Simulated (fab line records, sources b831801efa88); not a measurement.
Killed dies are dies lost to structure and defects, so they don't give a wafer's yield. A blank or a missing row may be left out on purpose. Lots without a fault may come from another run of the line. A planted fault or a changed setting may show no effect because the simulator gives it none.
A struck lot beside a sound one | flow gf180mcu | 15 steps out of a route of 602
Sound: wafers L949.3, L949.4, L949.6. Struck: wafers L955.2, L955.4, L955.6. The cause comes at the end.
At each step with rows: each side's tool, then ch and its chambers, then its first start. Under that, the readings that differ: sound wafers | struck wafers | difference of the means | sigmas: that difference in standard deviations of wafers without a fault.
alike: readings whose means differ by less than 2 such deviations, and words and numbers that are the same on both sides. not compared: withheld readings, readings that some wafer has no value for, bounds like >300 that may hide the same value, and numbers for which the record gives no deviation and whose values overlap.
The two part at a step that has a row with sigmas, a row that says differs or no value, or rows on one side only. Numbers that don't overlap but have no deviation are shown without sigmas and don't part them. A reading that every wafer of one side lacks parts them only if that side has two wafers or more.

first, 3 steps without rows for these wafers: GF_V5_EXPOSE_11 (exposes mask Via5, target cd 260 nm); GF_V5_PEB_12 (peb time 90 s); GF_V5_DEVELOP_13 (develop time 60 s).
GF_V5_CD_MEAS_14: target cd 260 nm.
  sound on cd_sem-02, day 28 12:16; struck on cd_sem-02, day 30 01:59
  alike: cd_nm
GF_V5_OVL_MEAS_15:
  sound on overlay-02, day 28 12:22; struck on overlay-01, day 30 02:06
  alike: V5_OVL
GF_V5_ETCH_16: etches BARC in N2/H2.
  sound on rie_diel-04 ch 0,2,3, day 28 12:23; struck on rie_diel-03 ch 0,1,2, day 30 02:08
  alike: chamber_pressure_mTorr, drypump_motor_current_A, n2_flow_sccm, oes_product_au, throttle_valve_pct
GF_V5_ETCH_17: etches SiO2 in C4F8/O2/Ar, stops on TiN, target depth 855 nm.
  sound on rie_diel-04 ch 0,2,3; struck on rie_diel-03 ch 0,1,2
  alike: chamber_pressure_mTorr, oes_product_au
GF_V5_STRIP_18: strips in O2/N2.
  sound on plasma_asher-01 ch 0,1, day 28 12:34; struck on plasma_asher-02 ch 0,1, day 30 02:17
  alike: chamber_pressure_mTorr, drypump_motor_current_A, heater_power_w, n2_flow_sccm, oes_product_au
  not compared: rf_hours_counter_h
then, 2 steps without rows for these wafers: GF_V5_STRIP_19 (strips in post etch residue remover, time 1200 s); GF_V5_CLEAN_20 (cleans in DIW).
GF_V5_SPUTTER_21: material Ti, target thk 15 nm, time 80.02 s.
  sound on pvd_sputter-01, day 28 13:07; struck on pvd_sputter-03, day 30 02:49
  alike: cathode_dc_power_W, throttle_valve_pct
GF_V5_SPUTTER_22: material TiN, target thk 10 nm, time 40 s.
  sound on pvd_sputter-01, day 28 13:10; struck on pvd_sputter-03, day 30 02:53
  alike: cathode_dc_power_W, throttle_valve_pct
GF_V5_CVD_23: deposits W, target thk 350 nm, time 104.9 s.
  sound on cvd_w-02 ch 0,1, day 28 13:14; struck on cvd_w-01 ch 0, day 30 02:55
  reading                          | sound             | struck            | difference | sigmas
  chamber_pressure_Torr (Torr)     | 40.08 40.07 40.01 | 38.56 38.50 38.52 | -1.53      | -18
  model.W_of_V5_CVD_23.thk_nm (nm) | 342.9 350.7 345.4 | 337.9 339.9 341.6 | -6.5       |
  alike: heater_power_w
GF_V5_RS_MEAS_24: measures by four-point-probe.
  sound on film_metro-04, day 28 13:22; struck on film_metro-02, day 30 03:03
  alike: V5_W_RS
GF_PASSIVATION_PROBE_99:
  the record has rows for the struck wafers here (prober-02, day 31 17:59) and none for the sound ones

WHERE THEY PART
First at GF_V5_CVD_23; last, within this record, at GF_PASSIVATION_PROBE_99.

WHY: what the simulator had put in
Process parameter drift: cvd_w-01, from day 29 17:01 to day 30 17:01, at GF_V5_CVD_23. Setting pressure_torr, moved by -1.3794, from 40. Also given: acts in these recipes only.
